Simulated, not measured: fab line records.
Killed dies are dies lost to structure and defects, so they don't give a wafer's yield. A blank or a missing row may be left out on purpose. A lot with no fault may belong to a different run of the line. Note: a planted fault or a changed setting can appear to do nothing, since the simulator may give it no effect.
Which tool was responsible? -- flow sky130 -- Sampling: 7 lots, 21 wafers, 3 of 708 route steps

== WHAT THE GAUGES READ, wafer by wafer ==
SKY_VT_ADJUST_HVTR_CD_MEAS_07 targets a cd of 380 nm.
lot,measured,on,cd_nm (nm)
L992,day 10 02:25,cd_sem-01,383.8 383.9 385.2
L993,day 10 11:09,cd_sem-01,377.7 374.4 375.2
L995,day 11 03:58,cd_sem-01,- - -
L998,day 12 03:05,cd_sem-02,380.5 381.8 383.9
L106,day 14 08:49,cd_sem-02,380.4 379.5 380.9
L110,day 15 16:53,cd_sem-02,378.4 382.3 381.7
L113,day 16 11:04,cd_sem-02,380.0 382.2 377.7

== EACH LOT AND THE TOOL THAT RAN IT (in order: tool; ch and the chambers of the sampled wafers; start) ==
lot,SKY_NWELL_STRIP_14,SKY_VT_ADJUST_HVTR_EXPOSE_04
L992,"plasma_asher-03 ch 0,1, day 5 00:04","iline_stepper-01 ch 0, day 9 16:22"
L993,"plasma_asher-02 ch 0,1, day 5 07:09","iline_stepper-02 ch 0, day 9 23:32"
L995,"plasma_asher-04 ch 1, day 5 19:37","iline_stepper-02, day 10 16:15"
L998,"plasma_asher-02 ch 0,1, day 6 15:32","iline_stepper-02 ch 0, day 11 15:27"
L106,"plasma_asher-02 ch 0,1, day 8 12:49","iline_stepper-02 ch 0, day 13 20:37"
L110,"plasma_asher-02 ch 0,1, day 9 11:17","iline_stepper-02 ch 0, day 15 02:56"
L113,"plasma_asher-02 ch 0,1, day 10 03:13","iline_stepper-02 ch 0, day 15 21:31"
- SKY_NWELL_STRIP_14: strips in O2/N2.
- SKY_VT_ADJUST_HVTR_EXPOSE_04: exposes mask HVTRM, target cd 380 nm.

== THE ANSWER, worked out from the rows above alone ==
Rule: usual is defined by the lots themselves. Put in order of their means at a reading, lots are off if they are a third of the lots or fewer, leave a main group of 4 or more, and stand apart from it by a gap of 3 or more times the standard deviation of the main group's means; of several such gaps the widest counts. Not used: any main group whose means are identical at the precision the tables above print for the reading. Also off: a lot with no number at a reading for which 4 or more lots have one. The other lots that the step has rows for count as sound.
Off, at SKY_VT_ADJUST_HVTR_CD_MEAS_07 on cd_nm: L995. Without a number there: L995. For the main group the mean is 380.5 nm and the standard deviation 2.6.
If a tool, at a process step before that reading, ran all the lots that are off and no sound lot after the first of them, it fits. The gauges at SKY_VT_ADJUST_HVTR_CD_MEAS_07 are tried like those tools. Can't be told from this: 2 tools fit, plasma_asher-04 at SKY_NWELL_STRIP_14, cd_sem-01 at SKY_VT_ADJUST_HVTR_CD_MEAS_07.

== WHAT WAS PUT IN BY THE SIMULATOR ==
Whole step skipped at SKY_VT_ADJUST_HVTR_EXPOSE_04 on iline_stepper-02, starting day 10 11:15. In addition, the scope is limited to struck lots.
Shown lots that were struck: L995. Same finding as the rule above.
